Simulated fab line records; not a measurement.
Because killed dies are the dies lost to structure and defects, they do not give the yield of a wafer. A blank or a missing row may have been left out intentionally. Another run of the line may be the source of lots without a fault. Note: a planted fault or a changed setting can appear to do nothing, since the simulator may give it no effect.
A struck lot beside a sound one :: flow sky130 :: 15 steps out of a route of 708
Sound: wafers L349.2, L349.5, L349.6. Wafers struck: L341.1, L341.2, L341.3. The cause comes at the end.
At each step with rows: each side's tool, then ch and its chambers, then its first start. Under that, the readings that differ: sound wafers :: struck wafers :: difference of the means :: sigmas: that difference in standard deviations of wafers without a fault.
alike: readings whose means differ by less than 2 such deviations, and words and numbers that are the same on both sides. not compared: withheld readings, readings that some wafer has no value for, bounds like >300 that may hide the same value, and numbers for which the record gives no deviation and whose values overlap.
The two part at a step that has a row with sigmas, a row that says differs or no value, or rows on one side only. Non-overlapping numbers with no deviation appear without sigmas and do not part them. A reading that every wafer of one side lacks parts them only if that side has two wafers or more.

first, 5 steps without rows for these wafers: SKY_VT_ADJUST_LVTN_COAT_13 (resist thk 1140 nm); SKY_VT_ADJUST_LVTN_SOFTBAKE_14 (time 60 s); SKY_VT_ADJUST_LVTN_EXPOSE_15 (exposes mask HVN STD DERIVED, target cd 600 nm); SKY_VT_ADJUST_LVTN_PEB_16; SKY_VT_ADJUST_LVTN_DEVELOP_17 (develop time 60 s).
SKY_VT_ADJUST_LVTN_OVL_MEAS_18:
  sound on overlay-01 at day 12 19:29; struck on overlay-01 at day 10 10:41
  alike: VT_ADJUST_LVTN_01_OVL
following that, these wafers have no rows for 1 step: SKY_VT_ADJUST_LVTN_IMPLANT_19.
SKY_VT_ADJUST_LVTN_STRIP_20: strips in O2/N2.
  sound on plasma_asher-01 ch 0,1, day 12 19:40; struck on plasma_asher-04 ch 0,1, day 10 10:52
  alike: drypump_motor_current_A, oes_product_au, strip_time_to_endpoint_s
  not compared: rf_hours_counter_h
SKY_VT_ADJUST_LVTN_TW_MEAS_21:
  sound on film_metro-02 at day 12 19:47; struck on film_metro-01 at day 10 10:58
  alike: VT_ADJUST_LVTN_2_TW
then, 3 steps without rows for these wafers: SKY_VT_ADJUST_NCORE_DEHYDRATE_00 (time 60 s); SKY_VT_ADJUST_NCORE_HMDS_01 (prime time 60 s); SKY_VT_ADJUST_NCORE_COAT_02 (resist thk 1121 nm).
SKY_VT_ADJUST_NCORE_SOFTBAKE_03: time 60 s.
  sound on litho_track-01 ch 0, day 13 07:26; struck on litho_track-02 ch 0, day 10 22:21
reading: heater_power_total_W (W)
sound: 56.59 56.58 56.59
struck: 58.83 58.95 58.93
difference: +2.32
sigmas: +54

reading: run_length_s (s)
sound: 89.22 89.35 89.22
struck: 82.43 82.63 82.45
difference: -6.76
sigmas: -42
then, 1 step without rows for these wafers: SKY_VT_ADJUST_NCORE_EXPOSE_04 (exposes mask LVTN COMPLEMENT THIN, target cd 380 nm).
-- the record jumps here: 37 days lie between the struck wafers' starts before and after (it left off in module VT_ADJUST_NCORE and takes up again in module PAD_OPEN, whose first step shown is number 708 of the route) --
SKY_PAD_OPEN_PROBE_99:
  sound on prober-02 at day 50 00:41; struck on prober-01 at day 48 07:56
  alike: killed_at_M0_to_M3, killed_at_M4_up, killed_at_contacts, killed_at_front_end, killed_at_other, killed_dies, killed_on_rim, killed_open, killed_short

## WHERE THEY PART
At SKY_VT_ADJUST_NCORE_SOFTBAKE_03 and nowhere else, as far as this record goes. Later steps at which nothing parts them and some readings are alike: SKY_PAD_OPEN_PROBE_99.

WHY: what had been put in by the simulator
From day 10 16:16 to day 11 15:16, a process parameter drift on litho_track-02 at SKY_VT_ADJUST_NCORE_SOFTBAKE_03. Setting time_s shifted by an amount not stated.
